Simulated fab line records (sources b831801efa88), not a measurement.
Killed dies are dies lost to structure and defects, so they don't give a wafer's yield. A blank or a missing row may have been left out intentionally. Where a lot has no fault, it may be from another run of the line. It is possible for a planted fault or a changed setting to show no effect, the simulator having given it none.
fab line records ; flow sky130
record lots=7; wafers=21; last_day=50
route steps=708 shown LDD_P@259 LDD_HVN@267 PAD_OPEN@708
lots untouched by any fault: they come from a run of this same line in which no faults occurred
start_h: start of the lot's first displayed wafer, in hours after the record's first day ; wait_h: how many hours have passed since the lot's step before this one ; " as in the row above ; L1.1+2: a single row standing in for several wafers ; - value missing, or start not given ; * or withheld: withheld ; < > ~ a bound
route shown NAME@n: names a module that has steps shown in the file, with the first one's number in the route ; usual: mean/standard deviation taken from wafers without a fault ; same: alike in all rows ; chamber/n: place in a boat ; sites: each site's reading ; _std_site: standard deviation of those values ; _edge_site: the outer-site mean with the inner-site mean subtracted ; radius_mm: for every site, how far away it sits from the centre of the wafer ; mask NAME#n: copy n ; behind: tool/chamber where the wafer was last shaped ; hold: reason for holding the lot/hours on hold/outcome of the hold ; device: whichever transistor did not switch (one of n, p or np) ; end of line: the same wafers' tests at the end of the route ; a step without rows: its recipe alone ; killed: the dies lost at the first sort to structure and to defects; this is not the yield of the wafer ; map: a wafer's dies, marking killed ones x, the rest . and places with no die _
set.NAME: setting as actually run; set.NAME@STEP: the setting as run at that earlier step ; model.NAME: the simulator's own value behind a step, which no gauge read
lots at some steps of the route; a table a step, a row a wafer
services: from which hour (start_h, from the record's first day; less than 0 if before it) a tool's chamber was out of use, for how many hours, and why
## steps
# step SKY_LDD_P_EXPOSE_04
# recipe mask_id=PSDM; na=0.6; source_shape=conventional; sigma_outer=0.6; polarization=unpolarized; target_cd_nm=380; dose_mj=138
# step SKY_LDD_P_PEB_05
# recipe temp_c=withheld; time_s=*; resist=NOVOLAK
# step SKY_LDD_P_DEVELOP_06
# recipe resist=NOVOLAK; developer=TMAH; develop_time_s=60; dev_temp_c=23
# step SKY_LDD_P_CD_MEAS_07
# recipe target_cd_nm=380
# usual cd_nm=380.1/2.5
lot.wafer;tool;chamber;start_h;wait_h;cd_nm
L167.2;cd_sem-01;-;476.21;0.1;380.6
L167.5;cd_sem-01;-;476.21;0.1;379.4
L167.6;cd_sem-01;-;476.21;0.1;379.0
L170.3;cd_sem-01;-;504.72;0.1;383.7
L170.5;cd_sem-01;-;504.72;0.1;382.9
L170.6;cd_sem-01;-;504.72;0.1;382.0
L181.1;cd_sem-02;-;608.44;0.1;382.8
L181.2;cd_sem-02;-;608.44;0.1;381.8
L181.3;cd_sem-02;-;608.44;0.1;381.6
L180.1;cd_sem-01;-;613.53;0.1;379.8
L180.3;cd_sem-01;-;613.53;0.1;383.1
L180.6;cd_sem-01;-;613.53;0.1;381.8
L182.2;cd_sem-01;-;615.90;0.1;378.3
L182.5;cd_sem-01;-;615.90;0.1;378.7
L182.6;cd_sem-01;-;615.90;0.1;378.4
L183.2;cd_sem-02;-;616.26;0.1;383.4
L183.4;cd_sem-02;-;616.26;0.1;385.2
L183.6;cd_sem-02;-;616.26;0.1;384.2
L184.1;cd_sem-01;-;628.08;0.1;379.6
L184.4;cd_sem-01;-;628.08;0.1;380.8
L184.5;cd_sem-01;-;628.08;0.1;377.4
# step SKY_LDD_P_OVL_MEAS_08
# usual LDD_P_OVL=-0.2/1.4
lot.wafer;tool;chamber;start_h;wait_h;LDD_P_OVL[nm]
L167.2;overlay-01;-;476.31;0.1;-0.9
L167.5;overlay-01;-;476.31;0.1;0.4
L167.6;overlay-01;-;476.31;0.1;0.6
L170.3;overlay-02;-;504.82;0.1;-0.5
L170.5;overlay-02;-;504.82;0.1;-1.6
L170.6;overlay-02;-;504.82;0.1;0.9
L181.1;overlay-01;-;608.56;0.1;0.4
L181.2;overlay-01;-;608.56;0.1;2.3
L181.3;overlay-01;-;608.56;0.1;0.8
L180.1;overlay-01;-;613.65;0.1;-0.2
L180.3;overlay-01;-;613.65;0.1;0.1
L180.6;overlay-01;-;613.65;0.1;1.5
L182.2;overlay-01;-;616.01;0.1;-0.8
L182.5;overlay-01;-;616.01;0.1;1.8
L182.6;overlay-01;-;616.01;0.1;1.3
L183.2;overlay-01;-;616.36;0.1;1.8
L183.4;overlay-01;-;616.36;0.1;0.2
L183.6;overlay-01;-;616.36;0.1;3.5
L184.1;overlay-01;-;628.20;0.1;-1.5
L184.4;overlay-01;-;628.20;0.1;-0.8
L184.5;overlay-01;-;628.20;0.1;0.5
# step SKY_LDD_P_IMPLANT_09
# recipe species=BF2; energy_kev=25; dose_cm2=1e+13; tilt_deg=withheld
# step SKY_LDD_P_STRIP_10
# recipe chemistry=O2/N2; power_w=1400; pressure_mtorr=1500; platen_temp_c=withheld; o2_flow_sccm=3000; n2_flow_sccm=300; overash_fraction=0.5
# usual drypump_motor_current_A=5.8/0.44; oes_product_au=0.715/0.0047; strip_time_to_endpoint_s=14.20/0.038
lot.wafer;tool;chamber;start_h;wait_h;drypump_motor_current_A;oes_product_au;rf_hours_counter_h;strip_time_to_endpoint_s
L167.2;plasma_asher-04;0;476.49;0.1;6.3;0.719;36;14.18
L167.5;plasma_asher-04;1;476.49;0.1;5.8;0.712;-;14.18
L167.6;plasma_asher-04;0;476.49;0.1;6.3;0.717;-;14.19
L170.3;plasma_asher-03;1;505.02;0.1;6.1;0.712;-;14.23
L170.5;plasma_asher-03;1;505.02;0.1;6.1;0.709;-;14.22
L170.6;plasma_asher-03;0;505.02;0.1;5.0;0.711;-;14.17
L181.1;plasma_asher-03;0;608.74;0.1;4.9;0.715;17;14.15
L181.2;plasma_asher-03;1;608.74;0.1;6.1;0.712;17;14.14
L181.3;plasma_asher-03;1;608.74;0.1;6.1;0.719;-;14.17
L180.1;plasma_asher-03;1;613.84;0.1;6.1;0.713;18;14.22
L180.3;plasma_asher-03;1;613.84;0.1;6.1;0.721;-;14.13
L180.6;plasma_asher-03;1;613.84;0.1;6.1;0.724;-;14.21
L182.2;plasma_asher-03;1;616.19;0.1;6.1;0.719;18;14.20
L182.5;plasma_asher-03;0;616.19;0.1;5.0;0.716;-;14.19
L182.6;plasma_asher-03;1;616.19;0.1;6.1;0.712;-;14.22
L183.2;plasma_asher-04;0;616.54;0.1;6.3;0.713;50;14.20
L183.4;plasma_asher-04;0;616.54;0.1;6.3;0.711;-;14.22
L183.6;plasma_asher-04;0;616.54;0.1;6.3;0.716;-;14.18
L184.1;plasma_asher-01;0;628.39;0.1;6.1;0.711;79;14.16
L184.4;plasma_asher-01;0;628.39;0.1;6.1;0.725;-;14.17
L184.5;plasma_asher-01;0;628.39;0.1;6.1;0.717;-;14.17
# step SKY_LDD_P_TW_MEAS_11
# usual LDD_P_TW=640/6.7
lot.wafer;tool;chamber;start_h;wait_h;LDD_P_TW
L167.2;film_metro-01;-;476.60;0.1;632
L167.5;film_metro-01;-;476.60;0.1;637
L167.6;film_metro-01;-;476.60;0.1;637
L170.3;film_metro-03;-;505.11;0.1;635
L170.5;film_metro-03;-;505.11;0.1;632
L170.6;film_metro-03;-;505.11;0.1;634
L181.1;film_metro-03;-;608.84;0.1;643
L181.2;film_metro-03;-;608.84;0.1;647
L181.3;film_metro-03;-;608.84;0.1;645
L180.1;film_metro-03;-;613.94;0.1;640
L180.3;film_metro-03;-;613.94;0.1;644
L180.6;film_metro-03;-;613.94;0.1;641
L182.2;film_metro-04;-;616.30;0.1;642
L182.5;film_metro-04;-;616.30;0.1;645
L182.6;film_metro-04;-;616.30;0.1;647
L183.2;film_metro-03;-;616.65;0.1;642
L183.4;film_metro-03;-;616.65;0.1;645
L183.6;film_metro-03;-;616.65;0.1;646
L184.1;film_metro-03;-;628.49;0.1;648
L184.4;film_metro-03;-;628.49;0.1;644
L184.5;film_metro-03;-;628.49;0.1;641
# step SKY_LDD_HVN_DEHYDRATE_00
# recipe temp_c=200; time_s=60
# step SKY_LDD_HVN_HMDS_01
# recipe prime_time_s=60; prime_temp_c=120
# step SKY_LDD_HVN_COAT_02
# recipe resist=NOVOLAK; spin_rpm=3000; resist_thk_nm=300
# step SKY_LDD_HVN_SOFTBAKE_03
# recipe temp_c=90.89; time_s=60; resist=NOVOLAK
# step SKY_LDD_HVN_EXPOSE_04
# recipe mask_id=HVNTM; na=0.6; source_shape=conventional; sigma_outer=0.6; polarization=unpolarized; target_cd_nm=700; dose_mj=127
# same sigma_outer=0.6
lot.wafer;tool;chamber;start_h;wait_h;mask;model.LDD_HVN.overlay_x_nm
L167.2+5+6;iline_stepper-02;0;492.22;-;HVNTM#0;1.608
L170.3+5+6;iline_stepper-02;0;519.64;-;HVNTM#0;-1.387
L181.1+2+3;iline_stepper-02;0;623.49;-;HVNTM#0;49.04
L180.1+3+6;iline_stepper-01;0;628.86;-;HVNTM#0;-0.148
L182.2+5+6;iline_stepper-02;0;630.93;-;HVNTM#0;50.89
L183.2+4+6;iline_stepper-02;0;631.04;-;HVNTM#0;53.56
L184.1+4+5;iline_stepper-01;0;642.46;-;HVNTM#0;2.079
# step SKY_LDD_HVN_PEB_05
# recipe temp_c=withheld; time_s=*; resist=NOVOLAK
# step SKY_LDD_HVN_DEVELOP_06
# recipe resist=NOVOLAK; developer=TMAH; develop_time_s=60; dev_temp_c=23
# step SKY_LDD_HVN_OVL_MEAS_07
# usual LDD_HVN_OVL=1.5/1.4
lot.wafer;tool;chamber;start_h;wait_h;LDD_HVN_OVL[nm]
L167.2;overlay-01;-;507.00;0.1;3.0
L167.5;overlay-01;-;507.00;0.1;0.6
L167.6;overlay-01;-;507.00;0.1;0.7
L170.3;overlay-01;-;534.75;0.1;1.3
L170.5;overlay-01;-;534.75;0.1;0.9
L170.6;overlay-01;-;534.75;0.1;1.2
L181.1;overlay-02;-;637.34;0.1;51.6
L181.2;overlay-02;-;637.34;0.1;50.8
L181.3;overlay-02;-;637.34;0.1;50.7
L180.1;overlay-01;-;642.63;0.1;1.7
L180.3;overlay-01;-;642.63;0.1;1.3
L180.6;overlay-01;-;642.63;0.1;1.9
L182.2;overlay-01;-;644.94;0.1;50.7
L182.5;overlay-01;-;644.94;0.1;51.7
L182.6;overlay-01;-;644.94;0.1;51.5
L183.2;overlay-02;-;644.94;0.1;53.4
L183.4;overlay-02;-;644.94;0.1;54.0
L183.6;overlay-02;-;644.94;0.1;54.1
L184.1;overlay-02;-;657.40;0.1;1.7
L184.4;overlay-02;-;657.40;0.1;2.2
L184.5;overlay-02;-;657.40;0.1;2.2
# step SKY_LDD_HVN_IMPLANT_08
# recipe species=P; energy_kev=60; dose_cm2=3e+13; tilt_deg=40
# step SKY_PAD_OPEN_PROBE_99
# usual killed_at_M0_to_M3=43/7.3; killed_at_M4_up=3.1/1.7; killed_at_contacts=24/4.7; killed_at_front_end=15/4.6; killed_at_other=0.3/0.55; killed_dies=86/9.7; killed_open=47/6.7; killed_short=39/6.5
# same gross_dies=492; killed_at_back_side=0
lot.wafer;tool;chamber;start_h;wait_h;killed_at_M0_to_M3;killed_at_M4_up;killed_at_contacts;killed_at_front_end;killed_at_other;killed_dies;killed_open;killed_short
L181.1;prober-02;-;1195.26;0.1;32;2;18;15;0;67;36;31
L181.2;prober-02;-;1195.31;0.1;40;4;19;13;0;76;44;32
L181.3;prober-02;-;1195.36;0.2;45;3;31;10;1;90;48;42
L183.2;prober-01;-;1197.36;0.1;36;3;24;12;0;75;31;44
L183.4;prober-01;-;1197.46;0.2;46;0;21;24;1;92;53;39
L183.6;prober-01;-;1197.56;0.2;29;6;32;23;0;90;48;42
# killed by level:class
L181.1 CONTACT:geometric_particle:open=7 LI_CONTACT:geometric_particle:open=6 METAL1:geometric_particle:short=6 FIELD_ISO:geometric_particle:short=5 VIA1:geometric_particle:open=5 FIELD_ISO:geometric_particle:open=4 VIA1:geometric_particle:short=4 VIA3:geometric_particle:open=4
L181.2 CONTACT:geometric_particle:open=11 VIA1:geometric_particle:open=9 METAL2:geometric_particle:short=7 METAL1:geometric_particle:short=6 VIA3:geometric_particle:open=5 FIELD_ISO:geometric_particle:open=4 FIELD_ISO:geometric_particle:short=4 LI_CONTACT:geometric_particle:open=4
L181.3 CONTACT:geometric_particle:open=11 VIA2:geometric_particle:open=9 VIA1:geometric_particle:open=9 FIELD_ISO:geometric_particle:short=5 VIA3:geometric_particle:open=5 LI_CONTACT:geometric_particle:open=5 LOCAL_INTERCONNECT:geometric_particle:short=5 VIA1:geometric_particle:short=5
L183.2 LOCAL_INTERCONNECT:geometric_particle:short=12 VIA1:geometric_particle:open=9 VIA1:geometric_particle:short=6 CONTACT:geometric_particle:open=5 VIA2:geometric_particle:open=4 METAL1:geometric_particle:short=4 VIA3:geometric_particle:open=4 POLY_GATE:geometric_particle:open=3
L183.4 VIA1:geometric_particle:open=12 LI_CONTACT:geometric_particle:open=9 VIA2:geometric_particle:open=8 POLY_GATE:geometric_particle:short=7 METAL2:geometric_particle:short=6 CONTACT:geometric_particle:open=5 VIA3:geometric_particle:open=5 FIELD_ISO:geometric_particle:short=4
L183.6 CONTACT:geometric_particle:open=10 VIA1:geometric_particle:open=8 FIELD_ISO:geometric_particle:open=7 LI_CONTACT:geometric_particle:open=7 LOCAL_INTERCONNECT:geometric_particle:short=7 FIELD_ISO:geometric_particle:short=5 CONTACT:geometric_particle:short=5 POLY_GATE:geometric_particle:open=4
## services
tool;chamber;start_h;hours;kind
iline_stepper-02;-;470.41;2.6;repair
plasma_asher-01;-;473.55;14.6;pm
iline_stepper-01;-;491.46;7.0;repair
plasma_asher-01;-;493.69;4.0;repair
iline_stepper-01;-;533.13;4.4;pm
iline_stepper-02;-;567.88;1.7;pm
iline_stepper-02;-;578.09;3.8;repair
plasma_asher-04;-;585.01;2.8;pm
iline_stepper-02;-;617.96;0.5;repair
plasma_asher-03;-;634.02;1.8;repair
## key
first_sign step=SKY_LDD_HVN_OVL_MEAS_07; reading=LDD_HVN_OVL; direction=up; sigmas=36; usual=1.5; struck=52.0
effect none on later readings
model_effect step=SKY_LDD_HVN_EXPOSE_04; value=LDD_HVN.overlay_x_nm; without=0.9288; struck=51.16
met_at SKY_LDD_HVN_EXPOSE_04
struck_wafers L181.1,L181.2,L181.3,L182.2,L182.5,L182.6,L183.2,L183.4,L183.6
tester_left_out L181,L182,L183
onset_between 519.64 623.49
fault kind=scanner_matching_overlay; tool=iline_stepper-02; chamber=-; onset_h=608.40; steps=SKY_LDD_HVN_EXPOSE_04; offset=50.236
# tester_left_out: of these lots the tester's yield and bins aren't shown, on N5 and GAA mostly nor the transistor test; their killed dies are dies lost to structure and defects alone, not to doping, threshold or leakage, so they don't give the yield
